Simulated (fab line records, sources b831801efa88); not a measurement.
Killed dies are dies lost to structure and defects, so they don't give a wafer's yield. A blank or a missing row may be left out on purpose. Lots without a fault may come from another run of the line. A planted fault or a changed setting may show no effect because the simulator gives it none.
One fault seen from 2 desks | flow sfq_line | each desk has only its own numbers; what lay behind them comes last

THE METROLOGY DESK
What the gauges read, lot by lot, whatever tool the lot ran on: means of the sampled wafers that have a number. A lot is out of limits, marked OUT, if its mean lies more than 4 standard deviations from the usual mean; the brackets give that distance.
Columns: A = JJ_NB_RS at SFQ_JJ_RS_MEAS_929, usual 1.051 ohm/sq; B = J5_OVL at SFQ_JJ_OVL_MEAS_931, usual 1 nm
lot  | first seen here | A     | B
L558 | day 52 05:04    | 1.060 | 1
L561 | day 57 11:06    | 1.057 | 2
L563 | day 57 23:07    | 1.065 | 4
L564 | day 58 09:52    | 1.041 | 0
L566 | day 59 01:46    | 1.060 | -2
L571 | day 62 11:40    | 1.051 | -7
L574 | day 63 05:38    | 1.057 | -1
This desk's finding: nothing out of limits on any of the 7 lots.

THE TOOL OWNER'S DESK: litho_track-01
The tool's own readings at SFQ_TRILAYER_JJ_CE_LITHO_COAT_114 (resist thk 600 nm): means of the sampled wafers that have a number, for each lot that ran on this tool. A lot is out of limits, marked OUT, if its mean lies more than 4 standard deviations from the usual mean; the brackets give that distance.
Columns: A = chill_plate_temp_C at SFQ_TRILAYER_JJ_CE_LITHO_COAT_114, usual 23.02 C
lot  | first seen here | A
L558 | day 52 05:34    | 23.01
L561 | day 57 11:38    | 22.93
L563 | day 57 23:41    | 22.90
L564 | day 58 10:20    | 22.91
L566 | day 59 02:14    | 23.14
L571 | day 62 12:10    | 22.86
L574 | day 63 06:07    | 23.07
This desk's finding: nothing out of limits on any of the 7 lots.

PUT TOGETHER
The metrology desk saw nothing out of limits.
The tool owner's desk saw nothing out of limits.

WHAT THE SIMULATOR HAD PUT IN
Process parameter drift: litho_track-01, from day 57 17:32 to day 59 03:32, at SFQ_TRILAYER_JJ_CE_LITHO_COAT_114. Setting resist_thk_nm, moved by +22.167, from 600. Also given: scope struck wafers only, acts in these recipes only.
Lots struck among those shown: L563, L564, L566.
